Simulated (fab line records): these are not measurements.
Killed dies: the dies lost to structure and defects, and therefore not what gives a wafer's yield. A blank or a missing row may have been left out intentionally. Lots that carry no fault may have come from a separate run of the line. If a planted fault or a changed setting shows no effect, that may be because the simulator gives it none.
fab line records | flow gf180mcu | part 1 of 2: steps 1 to 31 of 42
record: lots: 5 | wafers: 15 | last_day: 33
route steps=602 shown HV_LDD@228 NSD@235 PSD@248 SAB@264
lots that met no fault: from a run of the same line without faults
start_h: the number of hours between the record's first day and the start of the first shown wafer of the lot | wait_h: how many hours have passed since the lot's step before this one | " same as the row above | L1.1+2: one row covering several wafers at once | - value missing, or start not given | * or withheld: withheld | < > ~ a bound
route shown NAME@n: a module of which the file shows steps, and the number in the route of the first | usual: average and standard deviation across the fault-free wafers | same: alike in all rows | chamber/n: place in a boat | sites: each site's reading | _std_site: standard deviation across them | _edge_site: the outer-site mean with the inner-site mean subtracted | radius_mm: for every site, how far away it sits from the centre of the wafer | mask NAME#n: copy n | behind: tool/chamber where the wafer was last shaped | hold: the reason the lot was held/the length of the hold in hours/how it ended | device: transistor that didn't switch, given as n, p or np | end of line: the tests these same wafers got at the end of their route | step lacking rows: just its recipe | killed: at the first sort, the dies lost to defects and structure; wafer yield is something else | map: per-die view of a wafer (x killed, . not killed, _ where there is no die)
set.NAME: the setting as run; set.NAME@STEP: as run at that earlier step | model.NAME: the simulator's own value behind a step, which no gauge read
lots seen at some steps along the route; tables by step, rows by wafer
services: the hour from which a tool's chamber was out of use, counted from the record's first day as start_h (under 0 if before that day), plus the number of hours and why
== steps ==
step: GF_HV_LDD_RTA_52
recipe: temp_c: 1000 | time_s: 10 | ambient: N2
usual: wafer_temp_C_max: 1008.7/1.7
same: lamp_power_pct: 40
lot.wafer | tool          | chamber | start_h | wait_h | wafer_temp_C_max
L074.1    | rtp_anneal-01 | 0       | 274.54  | 0.0    | 1007.5
L074.3    | "             | 0       | "       | "      | 1007.9
L074.6    | "             | 0       | "       | "      | 1006.9
L081.2    | rtp_anneal-01 | 0       | 336.40  | 0.0    | 1008.6
L081.5    | "             | 0       | "       | "      | 1008.3
L081.6    | "             | 0       | "       | "      | 1005.9
L088.3    | rtp_anneal-01 | 0       | 382.36  | 0.0    | 1006.9
L088.4    | "             | 0       | "       | "      | 1006.6
L088.5    | "             | 0       | "       | "      | 1005.9
L093.1    | rtp_anneal-01 | 0       | 420.88  | 0.0    | 1008.4
L093.2    | "             | 0       | "       | "      | 1010.3
L093.4    | "             | 0       | "       | "      | 1008.5
L094.3    | rtp_anneal-01 | 0       | 430.21  | 0.0    | 1006.7
L094.4    | "             | 0       | "       | "      | 1009.8
L094.6    | "             | 0       | "       | "      | 1008.1
step: GF_HV_LDD_RS_MEAS_53
recipe: thk_meas_gauge: four-point-probe
usual: HV_LDD_RS: 418.1/0.85
lot.wafer | tool          | chamber | start_h | wait_h | HV_LDD_RS[ohm/sq]
L074.1    | film_metro-03 | -       | 274.60  | 0.1    | 417.3
L074.3    | "             | -       | "       | "      | 417.9
L074.6    | "             | -       | "       | "      | 418.3
L081.2    | film_metro-04 | -       | 336.47  | 0.1    | 416.9
L081.5    | "             | -       | "       | "      | 417.6
L081.6    | "             | -       | "       | "      | 416.6
L088.3    | film_metro-04 | -       | 382.44  | 0.1    | 416.2
L088.4    | "             | -       | "       | "      | 416.2
L088.5    | "             | -       | "       | "      | 416.6
L093.1    | film_metro-01 | -       | 420.95  | 0.1    | 420.4
L093.2    | "             | -       | "       | "      | 419.0
L093.4    | "             | -       | "       | "      | 419.3
L094.3    | film_metro-04 | -       | 430.29  | 0.1    | 417.9
L094.4    | "             | -       | "       | "      | 419.2
L094.6    | "             | -       | "       | "      | 419.4
step: GF_HV_LDD_CVD_54
recipe: material: SiO2 | target_thk_nm: 10 | precursor: TEOS | temp_c: 680 | time_s: 75 | pressure_mtorr: 400
usual: zone_power_centre_pct: 11.4/0.95 | zone_power_lower_pct: 9.7/0.92
lot.wafer | tool     | chamber | start_h | wait_h | zone_power_centre_pct | zone_power_lower_pct
L074.1    | lpcvd-01 | 0       | 274.72  | 0.1    | 11.8                  | 9.3
L074.3    | "        | 0       | "       | "      | 11.8                  | 9.2
L074.6    | "        | 0       | "       | "      | 11.8                  | 9.2
L081.2    | lpcvd-02 | 1       | 336.57  | 0.1    | 12.4                  | 10.1
L081.5    | "        | 1       | "       | "      | 12.5                  | 10.1
L081.6    | "        | 1       | "       | "      | 12.4                  | 10.1
L088.3    | lpcvd-02 | 1       | 382.52  | 0.1    | 12.4                  | 10.2
L088.4    | "        | 1       | "       | "      | 12.5                  | 10.4
L088.5    | "        | 1       | "       | "      | 12.5                  | 10.2
L093.1    | lpcvd-02 | 1       | 421.07  | 0.1    | 12.4                  | 10.1
L093.2    | "        | 1       | "       | "      | 12.4                  | 10.4
L093.4    | "        | 1       | "       | "      | 12.5                  | 10.2
L094.3    | lpcvd-01 | 0       | 430.37  | 0.1    | 11.5                  | 9.3
L094.4    | "        | 0       | "       | "      | 11.7                  | 9.5
L094.6    | "        | 0       | "       | "      | 11.8                  | 9.2
step: GF_HV_LDD_THK_MEAS_55
recipe: reads: SiO2_of_HV_LDD_CVD_54
usual: HV_LDD_CVD_54_THK: 10.08/0.14
lot.wafer | tool          | chamber | start_h | wait_h | HV_LDD_CVD_54_THK[nm]
L074.1    | film_metro-03 | -       | 275.74  | 0.0    | 10.33
L074.3    | "             | -       | "       | "      | 10.35
L074.6    | "             | -       | "       | "      | 10.26
L081.2    | film_metro-01 | -       | 337.61  | 0.0    | 10.06
L081.5    | "             | -       | "       | "      | 9.97
L081.6    | "             | -       | "       | "      | 9.93
L088.3    | film_metro-01 | -       | 383.57  | 0.0    | 9.86
L088.4    | "             | -       | "       | "      | 9.93
L088.5    | "             | -       | "       | "      | 9.87
L093.1    | film_metro-04 | -       | 422.09  | 0.0    | 10.07
L093.2    | "             | -       | "       | "      | 10.00
L093.4    | "             | -       | "       | "      | 10.07
L094.3    | film_metro-04 | -       | 431.41  | 0.0    | 10.03
L094.4    | "             | -       | "       | "      | 10.09
L094.6    | "             | -       | "       | "      | 10.13
step: GF_HV_LDD_CVD_56
recipe: material: Si3N4 | precursor: DCS/NH3 | target_thk_nm: 90 | temp_c: 770 | time_s: 1543 | pressure_mtorr: 250
usual: zone_power_centre_pct: 14.1/1.2 | zone_power_lower_pct: 13.1/1.7
lot.wafer | tool     | chamber | start_h | wait_h | zone_power_centre_pct | zone_power_lower_pct
L074.1    | lpcvd-02 | 0       | 275.80  | 0.1    | 13.8                  | 15.6
L074.3    | "        | 0       | "       | "      | 13.9                  | 15.5
L074.6    | "        | 0       | "       | "      | 13.6                  | 15.4
L081.2    | lpcvd-01 | 0       | 338.56  | 0.9    | 14.7                  | 11.7
L081.5    | "        | 0       | "       | "      | 14.9                  | 11.7
L081.6    | "        | 0       | "       | "      | 14.5                  | 11.6
L088.3    | lpcvd-02 | 0       | 383.61  | 0.0    | 14.0                  | 16.0
L088.4    | "        | 0       | "       | "      | 14.0                  | 15.6
L088.5    | "        | 0       | "       | "      | 13.9                  | 15.7
L093.1    | lpcvd-02 | 0       | 422.15  | 0.1    | 14.1                  | 15.9
L093.2    | "        | 0       | "       | "      | 13.8                  | 15.5
L093.4    | "        | 0       | "       | "      | 13.8                  | 15.7
L094.3    | lpcvd-02 | 1       | 431.45  | 0.0    | 15.4                  | 13.1
L094.4    | "        | 1       | "       | "      | 15.4                  | 12.8
L094.6    | "        | 1       | "       | "      | 15.9                  | 12.9
step: GF_HV_LDD_THK_MEAS_57
recipe: reads: Si3N4_of_HV_LDD_CVD_56
usual: HV_LDD_CVD_56_THK: 90.5/0.97
lot.wafer | tool          | chamber | start_h | wait_h | HV_LDD_CVD_56_THK[nm]
L074.1    | film_metro-04 | -       | 277.95  | 0.0    | 90.8
L074.3    | "             | -       | "       | "      | 90.8
L074.6    | "             | -       | "       | "      | 91.4
L081.2    | film_metro-03 | -       | 340.00  | 0.0    | 89.5
L081.5    | "             | -       | "       | "      | 89.2
L081.6    | "             | -       | "       | "      | 89.6
L088.3    | film_metro-03 | -       | 385.05  | 0.0    | 89.4
L088.4    | "             | -       | "       | "      | 90.0
L088.5    | "             | -       | "       | "      | 89.7
L093.1    | film_metro-01 | -       | 423.58  | 0.0    | 89.0
L093.2    | "             | -       | "       | "      | 89.4
L093.4    | "             | -       | "       | "      | 89.9
L094.3    | film_metro-01 | -       | 432.90  | 0.0    | 90.0
L094.4    | "             | -       | "       | "      | 91.3
L094.6    | "             | -       | "       | "      | 90.6
step: GF_HV_LDD_ETCHBACK_58
recipe: chemistry: CH3F/O2 | target: Si3N4 | stop_on: SiO2 | source_w: 400 | bias_w: 80 | pressure_mtorr: 25 | ch3f_flow_sccm: 40 | O2_flow_sccm: 30 | time_s: 100 | target_depth_a: 900
usual: drypump_motor_current_A: 5.6/0.48 | oes_product_au: 0.846/0.0062 | throttle_valve_pct: 10.562/0.0095
lot.wafer | tool        | chamber | start_h | wait_h | drypump_motor_current_A | oes_product_au | rf_hours_counter_h | throttle_valve_pct
L074.1    | rie_diel-02 | 1       | 278.01  | 0.1    | 6.4                     | 0.852          | 73                 | 10.574
L074.3    | "           | 0       | "       | "      | 5.7                     | 0.845          | 1                  | 10.548
L074.6    | "           | 3       | "       | "      | 5.7                     | 0.844          | -                  | 10.556
L081.2    | rie_diel-02 | 2       | 340.05  | 0.0    | 5.9                     | 0.840          | 12                 | 10.571
L081.5    | "           | 1       | "       | "      | 6.4                     | 0.844          | -                  | 10.577
L081.6    | "           | 2       | "       | "      | 6.0                     | 0.845          | -                  | 10.563
L088.3    | rie_diel-04 | 0       | 385.09  | 0.0    | 5.2                     | 0.839          | 16                 | 10.554
L088.4    | "           | 3       | "       | "      | 5.2                     | 0.843          | 10                 | 10.566
L088.5    | "           | 2       | "       | "      | 4.8                     | 0.846          | -                  | 10.562
L093.1    | rie_diel-03 | 3       | 423.64  | 0.1    | 5.7                     | 0.840          | 6                  | 10.558
L093.2    | "           | 2       | "       | "      | 6.4                     | 0.844          | 3                  | 10.571
L093.4    | "           | 1       | "       | "      | 5.6                     | 0.840          | 28                 | 10.564
L094.3    | rie_diel-04 | 1       | 432.94  | 0.0    | 6.3                     | 0.840          | 17                 | 10.562
L094.4    | "           | 3       | "       | "      | 5.2                     | 0.850          | 11                 | 10.565
L094.6    | "           | 2       | "       | "      | 4.9                     | 0.855          | -                  | 10.557
step: GF_NSD_DEHYDRATE_00
recipe: temp_c: 200 | time_s: 60
lot.wafer  | tool           | chamber | start_h | wait_h
L074.1+3+6 | litho_track-03 | 0       | 287.22  | 9.2
L081.2+5+6 | litho_track-03 | 0       | 350.45  | 10.4
L088.3+4+5 | litho_track-03 | 0       | 396.27  | 11.1
L093.1+2+4 | litho_track-04 | 0       | 434.97  | 11.3
L094.3+4+6 | litho_track-04 | 0       | 444.12  | 11.1
step: GF_NSD_HMDS_01
recipe: prime_time_s: 60 | prime_temp_c: 120
usual: prime_temp_c: 119.99/0.14
lot.wafer | tool           | chamber | start_h | wait_h | prime_temp_c
L074.1    | litho_track-03 | 0       | 287.37  | 0.1    | 120.25
L074.3    | "              | 0       | "       | "      | 119.86
L074.6    | "              | 0       | "       | "      | 120.05
L081.2    | litho_track-03 | 0       | 350.60  | 0.1    | 120.16
L081.5    | "              | 0       | "       | "      | 120.03
L081.6    | "              | 0       | "       | "      | 120.00
L088.3    | litho_track-03 | 0       | 396.42  | 0.1    | 120.17
L088.4    | "              | 0       | "       | "      | 120.07
L088.5    | "              | 0       | "       | "      | 120.04
L093.1    | litho_track-04 | 0       | 435.12  | 0.1    | 119.63
L093.2    | "              | 0       | "       | "      | 119.88
L093.4    | "              | 0       | "       | "      | 119.68
L094.3    | litho_track-04 | 0       | 444.27  | 0.1    | 120.17
L094.4    | "              | 0       | "       | "      | 120.13
L094.6    | "              | 0       | "       | "      | 119.94
step: GF_NSD_COAT_02
recipe: resist: NOVOLAK | spin_rpm: 3000 | resist_thk_nm: 1000
lot.wafer  | tool           | chamber | start_h | wait_h
L074.1+3+6 | litho_track-03 | 0       | 287.52  | 0.1
L081.2+5+6 | litho_track-03 | 0       | 350.75  | 0.1
L088.3+4+5 | litho_track-03 | 0       | 396.57  | 0.1
L093.1+2+4 | litho_track-04 | 0       | 435.27  | 0.1
L094.3+4+6 | litho_track-04 | 0       | 444.42  | 0.1
step: GF_NSD_SOFTBAKE_03
recipe: temp_c: 90 | time_s: 60 | resist: NOVOLAK
lot.wafer  | tool           | chamber | start_h | wait_h
L074.1+3+6 | litho_track-03 | 0       | 287.67  | 0.1
L081.2+5+6 | litho_track-03 | 0       | 350.90  | 0.1
L088.3+4+5 | litho_track-03 | 0       | 396.72  | 0.1
L093.1+2+4 | litho_track-04 | 0       | 435.42  | 0.1
L094.3+4+6 | litho_track-04 | 0       | 444.57  | 0.1
step: GF_NSD_EXPOSE_04
recipe: mask_id: Nplus | target_cd_nm: 400 | na: 0.6 | source_shape: conventional | sigma_outer: 0.6 | dose_mj: 140
lot.wafer  | tool             | chamber | start_h | wait_h | mask
L074.1+3+6 | iline_stepper-01 | 0       | -       | -      | Nplus#0
L081.2+5+6 | iline_stepper-02 | 0       | -       | -      | Nplus#0
L088.3+4+5 | iline_stepper-02 | 0       | -       | -      | Nplus#0
L093.1+2+4 | iline_stepper-01 | 0       | -       | -      | Nplus#0
L094.3+4+6 | iline_stepper-02 | 0       | -       | -      | Nplus#0
step: GF_NSD_PEB_05
recipe: temp_c: withheld | time_s: * | resist: NOVOLAK
lot.wafer  | tool           | chamber | start_h | wait_h
L074.1+3+6 | litho_track-03 | 0       | -       | -
L081.2+5+6 | litho_track-03 | 0       | -       | -
L088.3+4+5 | litho_track-03 | 0       | -       | -
L093.1+2+4 | litho_track-03 | 0       | -       | -
L094.3+4+6 | litho_track-04 | 0       | -       | -
step: GF_NSD_DEVELOP_06
recipe: develop_time_s: 60 | dev_temp_c: 23
lot.wafer  | tool           | chamber | start_h | wait_h
L074.1+3+6 | litho_track-03 | 0       | 297.67  | 0.1
L081.2+5+6 | litho_track-03 | 0       | 361.70  | 0.1
L088.3+4+5 | litho_track-03 | 0       | 408.17  | 0.1
L093.1+2+4 | litho_track-03 | 0       | 447.97  | 0.1
L094.3+4+6 | litho_track-04 | 0       | 456.77  | 0.1
step: GF_NSD_CD_MEAS_07
recipe: target_cd_nm: 400
usual: cd_nm: 399.9/2.6
lot.wafer | tool      | chamber | start_h | wait_h | cd_nm
L074.1    | cd_sem-02 | -       | 297.82  | 0.1    | 397.9
L074.3    | "         | -       | "       | "      | 398.6
L074.6    | "         | -       | "       | "      | 400.1
L081.2    | cd_sem-01 | -       | 361.84  | 0.1    | 403.4
L081.5    | "         | -       | "       | "      | 402.6
L081.6    | "         | -       | "       | "      | 402.3
L088.3    | cd_sem-02 | -       | 408.31  | 0.1    | 399.7
L088.4    | "         | -       | "       | "      | 399.7
L088.5    | "         | -       | "       | "      | 400.7
L093.1    | cd_sem-01 | -       | 448.12  | 0.1    | 401.6
L093.2    | "         | -       | "       | "      | 403.0
L093.4    | "         | -       | "       | "      | 402.8
L094.3    | cd_sem-01 | -       | 456.91  | 0.1    | 401.6
L094.4    | "         | -       | "       | "      | 401.8
L094.6    | "         | -       | "       | "      | 401.5
step: GF_NSD_OVL_MEAS_08
usual: NSD_OVL: -0.6/1.5
lot.wafer | tool       | chamber | start_h | wait_h | NSD_OVL[nm]
L074.1    | overlay-02 | -       | 297.94  | 0.1    | 0.7
L074.3    | "          | -       | "       | "      | 0.3
L074.6    | "          | -       | "       | "      | 1.1
L081.2    | overlay-01 | -       | 361.95  | 0.1    | 0.6
L081.5    | "          | -       | "       | "      | -1.4
L081.6    | "          | -       | "       | "      | -1.1
L088.3    | overlay-01 | -       | 408.40  | 0.1    | 0.6
L088.4    | "          | -       | "       | "      | 0.5
L088.5    | "          | -       | "       | "      | -2.1
L093.1    | overlay-02 | -       | 448.24  | 0.1    | -1.6
L093.2    | "          | -       | "       | "      | 0.0
L093.4    | "          | -       | "       | "      | -1.9
L094.3    | overlay-01 | -       | 457.00  | 0.1    | 2.5
L094.4    | "          | -       | "       | "      | 0.5
L094.6    | "          | -       | "       | "      | 0.9
step: GF_NSD_IMPLANT_09
recipe: species: As | energy_kev: 60 | dose_cm2: 4e+15 | tilt_deg: 7
lot.wafer  | tool         | chamber | start_h | wait_h
L074.1+3+6 | implanter-04 | 0       | 297.98  | 0.0
L081.2+5+6 | implanter-04 | 0       | 362.00  | 0.0
L088.3+4+5 | implanter-03 | 0       | 408.48  | 0.1
L093.1+2+4 | implanter-01 | 0       | 448.28  | 0.0
L094.3+4+6 | implanter-03 | 0       | 457.07  | 0.1
step: GF_NSD_IMPLANT_10
recipe: species: P | energy_kev: 40 | dose_cm2: 5e+14 | tilt_deg: 7
lot.wafer  | tool         | chamber | start_h | wait_h
L074.1+3+6 | implanter-04 | 0       | 298.13  | 0.1
L081.2+5+6 | implanter-04 | 0       | 362.15  | 0.1
L088.3+4+5 | implanter-03 | 0       | 408.63  | 0.1
L093.1+2+4 | implanter-01 | 0       | 448.43  | 0.1
L094.3+4+6 | implanter-03 | 0       | 457.22  | 0.1
step: GF_NSD_STRIP_11
recipe: chemistry: O2/N2 | power_w: 1400 | pressure_mtorr: 1500 | platen_temp_c: 250 | o2_flow_sccm: 3000 | n2_flow_sccm: 300 | overash_fraction: 0.5
usual: drypump_motor_current_A: 5.7/0.31 | heater_power_w: 324/35 | n2_flow_sccm: 300.1/1.1 | o2_flow_sccm: 3000/9.8 | oes_product_au: 0.487/0.0045 | strip_time_to_endpoint_s: 22.97/0.036
lot.wafer | tool            | chamber | start_h | wait_h | drypump_motor_current_A | heater_power_w | n2_flow_sccm | o2_flow_sccm | oes_product_au | rf_hours_counter_h | strip_time_to_endpoint_s
L074.1    | plasma_asher-02 | 1       | 298.28  | 0.1    | 5.8                     | 344            | 299.7        | 3004         | 0.481          | 67                 | 22.95
L074.3    | "               | 0       | "       | "      | 5.6                     | 277            | 300.0        | 3008         | 0.489          | -                  | 22.95
L074.6    | "               | 0       | "       | "      | 5.7                     | 275            | 298.5        | 2996         | 0.488          | -                  | 22.98
L081.2    | plasma_asher-01 | 0       | 362.28  | 0.1    | 5.9                     | 351            | 300.0        | 3003         | 0.488          | 71                 | 22.96
L081.5    | "               | 0       | "       | "      | 5.9                     | 353            | 300.2        | 3004         | 0.488          | -                  | 22.97
L081.6    | "               | 1       | "       | "      | 6.0                     | 300            | 298.1        | 3013         | 0.493          | -                  | 22.97
L088.3    | plasma_asher-04 | 0       | 408.76  | 0.1    | 5.5                     | 386            | 301.0        | 3010         | 0.489          | -                  | 22.95
L088.4    | "               | 1       | "       | "      | 4.9                     | 325            | 298.7        | 3005         | 0.485          | -                  | 23.00
L088.5    | "               | 1       | "       | "      | 4.9                     | 324            | 300.2        | 3002         | 0.484          | -                  | 23.00
L093.1    | plasma_asher-01 | 1       | 448.58  | 0.1    | 6.0                     | 283            | 299.1        | 2993         | 0.485          | 2                  | 22.94
L093.2    | "               | 0       | "       | "      | 5.9                     | 337            | 299.8        | 3006         | 0.488          | 2                  | 22.91
L093.4    | "               | 1       | "       | "      | 6.0                     | 282            | 300.9        | 2987         | 0.488          | -                  | 22.94
L094.3    | plasma_asher-02 | 1       | 457.36  | 0.1    | 5.8                     | 350            | 299.7        | 2994         | 0.495          | -                  | 22.97
L094.4    | "               | 0       | "       | "      | 5.7                     | 282            | 299.3        | 3004         | 0.493          | -                  | 22.94
L094.6    | "               | 0       | "       | "      | 5.7                     | 273            | 299.0        | 2999         | 0.487          | -                  | 22.97
step: GF_NSD_TW_MEAS_12
usual: NSD_TW: 4256/28
lot.wafer | tool          | chamber | start_h | wait_h | NSD_TW
L074.1    | film_metro-02 | -       | 298.38  | 0.1    | 4302
L074.3    | "             | -       | "       | "      | 4281
L074.6    | "             | -       | "       | "      | 4283
L081.2    | film_metro-03 | -       | 362.39  | 0.1    | 4262
L081.5    | "             | -       | "       | "      | 4241
L081.6    | "             | -       | "       | "      | 4219
L088.3    | film_metro-01 | -       | 408.85  | 0.1    | 4241
L088.4    | "             | -       | "       | "      | 4263
L088.5    | "             | -       | "       | "      | 4266
L093.1    | film_metro-03 | -       | 448.68  | 0.1    | 4236
L093.2    | "             | -       | "       | "      | 4233
L093.4    | "             | -       | "       | "      | 4250
L094.3    | film_metro-03 | -       | 457.44  | 0.1    | 4242
L094.4    | "             | -       | "       | "      | 4197
L094.6    | "             | -       | "       | "      | 4240
step: GF_PSD_DEHYDRATE_00
recipe: temp_c: 200 | time_s: 60
lot.wafer  | tool           | chamber | start_h | wait_h
L074.1+3+6 | litho_track-03 | 0       | 308.17  | 9.8
L081.2+5+6 | litho_track-01 | 0       | 373.34  | 10.9
L088.3+4+5 | litho_track-04 | 0       | 419.47  | 10.6
L093.1+2+4 | litho_track-01 | 0       | 459.67  | 11.0
L094.3+4+6 | litho_track-03 | 0       | 468.37  | 10.9
step: GF_PSD_HMDS_01
recipe: prime_time_s: 60 | prime_temp_c: 120
usual: prime_temp_c: 120.01/0.14
lot.wafer | tool           | chamber | start_h | wait_h | prime_temp_c
L074.1    | litho_track-03 | 0       | 308.32  | 0.1    | 119.95
L074.3    | "              | 0       | "       | "      | 120.16
L074.6    | "              | 0       | "       | "      | 119.93
L081.2    | litho_track-01 | 0       | 373.49  | 0.1    | 119.96
L081.5    | "              | 0       | "       | "      | 120.18
L081.6    | "              | 0       | "       | "      | 120.00
L088.3    | litho_track-04 | 0       | 419.62  | 0.1    | 119.75
L088.4    | "              | 0       | "       | "      | 119.73
L088.5    | "              | 0       | "       | "      | 119.85
L093.1    | litho_track-01 | 0       | 459.82  | 0.1    | 120.10
L093.2    | "              | 0       | "       | "      | 120.10
L093.4    | "              | 0       | "       | "      | 120.19
L094.3    | litho_track-03 | 0       | 468.52  | 0.1    | 120.23
L094.4    | "              | 0       | "       | "      | 120.21
L094.6    | "              | 0       | "       | "      | 120.20
step: GF_PSD_COAT_02
recipe: resist: NOVOLAK | spin_rpm: 3000 | resist_thk_nm: 1000
lot.wafer  | tool           | chamber | start_h | wait_h
L074.1+3+6 | litho_track-03 | 0       | 308.47  | 0.1
L081.2+5+6 | litho_track-01 | 0       | 373.64  | 0.1
L088.3+4+5 | litho_track-04 | 0       | 419.77  | 0.1
L093.1+2+4 | litho_track-01 | 0       | 459.97  | 0.1
L094.3+4+6 | litho_track-03 | 0       | 468.67  | 0.1
step: GF_PSD_SOFTBAKE_03
recipe: temp_c: 90 | time_s: 60 | resist: NOVOLAK
lot.wafer  | tool           | chamber | start_h | wait_h
L074.1+3+6 | litho_track-03 | 0       | 308.62  | 0.1
L081.2+5+6 | litho_track-01 | 0       | 373.79  | 0.1
L088.3+4+5 | litho_track-04 | 0       | 419.92  | 0.1
L093.1+2+4 | litho_track-01 | 0       | 460.12  | 0.1
L094.3+4+6 | litho_track-03 | 0       | 468.82  | 0.1
step: GF_PSD_EXPOSE_04
recipe: mask_id: Pplus | target_cd_nm: 400 | na: 0.6 | source_shape: conventional | sigma_outer: 0.6 | dose_mj: 140
lot.wafer  | tool             | chamber | start_h | wait_h | mask
L074.1+3+6 | iline_stepper-01 | 0       | -       | -      | Pplus#0
L081.2+5+6 | iline_stepper-02 | 0       | -       | -      | Pplus#0
L088.3+4+5 | iline_stepper-01 | 0       | -       | -      | Pplus#0
L093.1+2+4 | iline_stepper-02 | 0       | -       | -      | Pplus#0
L094.3+4+6 | iline_stepper-01 | 0       | -       | -      | Pplus#0
step: GF_PSD_PEB_05
recipe: temp_c: withheld | time_s: * | resist: NOVOLAK
lot.wafer  | tool           | chamber | start_h | wait_h
L074.1+3+6 | litho_track-03 | 0       | -       | -
L081.2+5+6 | litho_track-03 | 0       | -       | -
L088.3+4+5 | litho_track-04 | 0       | -       | -
L093.1+2+4 | litho_track-03 | 0       | -       | -
L094.3+4+6 | litho_track-03 | 0       | -       | -
step: GF_PSD_DEVELOP_06
recipe: develop_time_s: 60 | dev_temp_c: 23
lot.wafer  | tool           | chamber | start_h | wait_h
L074.1+3+6 | litho_track-03 | 0       | 318.72  | 0.1
L081.2+5+6 | litho_track-03 | 0       | 384.60  | 0.1
L088.3+4+5 | litho_track-04 | 0       | 432.07  | 0.1
L093.1+2+4 | litho_track-03 | 0       | 471.57  | 0.1
L094.3+4+6 | litho_track-03 | 0       | 480.82  | 0.1
step: GF_PSD_CD_MEAS_07
recipe: target_cd_nm: 400
usual: cd_nm: 399.8/1.8
lot.wafer | tool      | chamber | start_h | wait_h | cd_nm
L074.1    | cd_sem-02 | -       | 318.87  | 0.1    | 398.2
L074.3    | "         | -       | "       | "      | 398.3
L074.6    | "         | -       | "       | "      | 398.0
L081.2    | cd_sem-02 | -       | 384.74  | 0.1    | 398.7
L081.5    | "         | -       | "       | "      | 400.7
L081.6    | "         | -       | "       | "      | 400.0
L088.3    | cd_sem-02 | -       | 432.21  | 0.1    | 400.0
L088.4    | "         | -       | "       | "      | 398.4
L088.5    | "         | -       | "       | "      | 402.1
L093.1    | cd_sem-02 | -       | 471.72  | 0.1    | 401.0
L093.2    | "         | -       | "       | "      | 398.4
L093.4    | "         | -       | "       | "      | 399.7
L094.3    | cd_sem-02 | -       | 480.96  | 0.1    | 399.6
L094.4    | "         | -       | "       | "      | 397.9
L094.6    | "         | -       | "       | "      | 398.3
step: GF_PSD_OVL_MEAS_08
usual: PSD_OVL: 0.9/1.6
lot.wafer | tool       | chamber | start_h | wait_h | PSD_OVL[nm]
L074.1    | overlay-02 | -       | 318.99  | 0.1    | 1.6
L074.3    | "          | -       | "       | "      | 2.9
L074.6    | "          | -       | "       | "      | 2.8
L081.2    | overlay-01 | -       | 384.85  | 0.1    | 1.4
L081.5    | "          | -       | "       | "      | 2.1
L081.6    | "          | -       | "       | "      | 1.4
L088.3    | overlay-02 | -       | 432.30  | 0.1    | 0.7
L088.4    | "          | -       | "       | "      | 2.7
L088.5    | "          | -       | "       | "      | 1.5
L093.1    | overlay-02 | -       | 471.84  | 0.1    | 0.6
L093.2    | "          | -       | "       | "      | 1.3
L093.4    | "          | -       | "       | "      | 0.3
L094.3    | overlay-02 | -       | 481.05  | 0.1    | 1.2
L094.4    | "          | -       | "       | "      | 0.3
L094.6    | "          | -       | "       | "      | 0.3
step: GF_PSD_IMPLANT_09
recipe: species: BF2 | energy_kev: 40 | dose_cm2: 1.5e+15 | tilt_deg: 7
lot.wafer  | tool         | chamber | start_h | wait_h
L074.1+3+6 | implanter-01 | 0       | 319.03  | 0.0
L081.2+5+6 | implanter-02 | 0       | 384.90  | 0.0
L088.3+4+5 | implanter-01 | 0       | 432.37  | 0.1
L093.1+2+4 | implanter-03 | 0       | 471.88  | 0.0
L094.3+4+6 | implanter-02 | 0       | 481.13  | 0.1
step: GF_PSD_STRIP_10
recipe: chemistry: O2/N2 | power_w: 1400 | pressure_mtorr: 1500 | platen_temp_c: 250 | o2_flow_sccm: 3000 | n2_flow_sccm: 300 | overash_fraction: 0.5
usual: drypump_motor_current_A: 5.4/0.32 | heater_power_w: 353/53 | n2_flow_sccm: 299.9/0.81 | o2_flow_sccm: 3000/9 | oes_product_au: 0.592/0.0043 | strip_time_to_endpoint_s: 16.54/0.035
lot.wafer | tool            | chamber | start_h | wait_h | drypump_motor_current_A | heater_power_w | n2_flow_sccm | o2_flow_sccm | oes_product_au | rf_hours_counter_h | strip_time_to_endpoint_s
L074.1    | plasma_asher-02 | 1       | 319.18  | 0.1    | 5.8                     | 348            | 299.6        | 3008         | 0.590          | 70                 | 16.50
L074.3    | "               | 0       | "       | "      | 5.6                     | 283            | 300.2        | 3004         | 0.595          | -                  | 16.54
L074.6    | "               | 1       | "       | "      | 5.8                     | 339            | 300.4        | 3001         | 0.597          | -                  | 16.54
L081.2    | plasma_asher-02 | 0       | 385.03  | 0.1    | 5.7                     | 272            | 300.5        | 2981         | 0.594          | 77                 | 16.50
L081.5    | "               | 1       | "       | "      | 5.8                     | 347            | 297.3        | 2994         | 0.597          | -                  | 16.46
L081.6    | "               | 0       | "       | "      | 5.7                     | 275            | 298.9        | 2987         | 0.590          | -                  | 16.50
L088.3    | plasma_asher-04 | 1       | 432.51  | 0.1    | 4.9                     | 332            | 299.2        | 2989         | 0.591          | -                  | 16.53
L088.4    | "               | 0       | "       | "      | 5.5                     | 393            | 298.9        | 3018         | 0.593          | -                  | 16.52
L088.5    | "               | 0       | "       | "      | 5.6                     | 394            | 300.0        | 3013         | 0.591          | -                  | 16.52
L093.1    | plasma_asher-03 | 1       | 472.03  | 0.1    | 5.3                     | 330            | 300.0        | 3004         | 0.585          | 35                 | 16.58
L093.2    | "               | 0       | "       | "      | 5.0                     | 436            | 300.4        | 2999         | 0.587          | 35                 | 16.58
L093.4    | "               | 0       | "       | "      | 5.0                     | 437            | 301.3        | 3006         | 0.579          | -                  | 16.61
L094.3    | plasma_asher-03 | 1       | 481.26  | 0.1    | 5.3                     | 326            | 300.7        | 3008         | 0.585          | -                  | 16.52
L094.4    | "               | 0       | "       | "      | 5.0                     | 433            | 300.2        | 3010         | 0.591          | -                  | 16.53
L094.6    | "               | 0       | "       | "      | 5.0                     | 445            | 300.6        | 2998         | 0.592          | -                  | 16.56
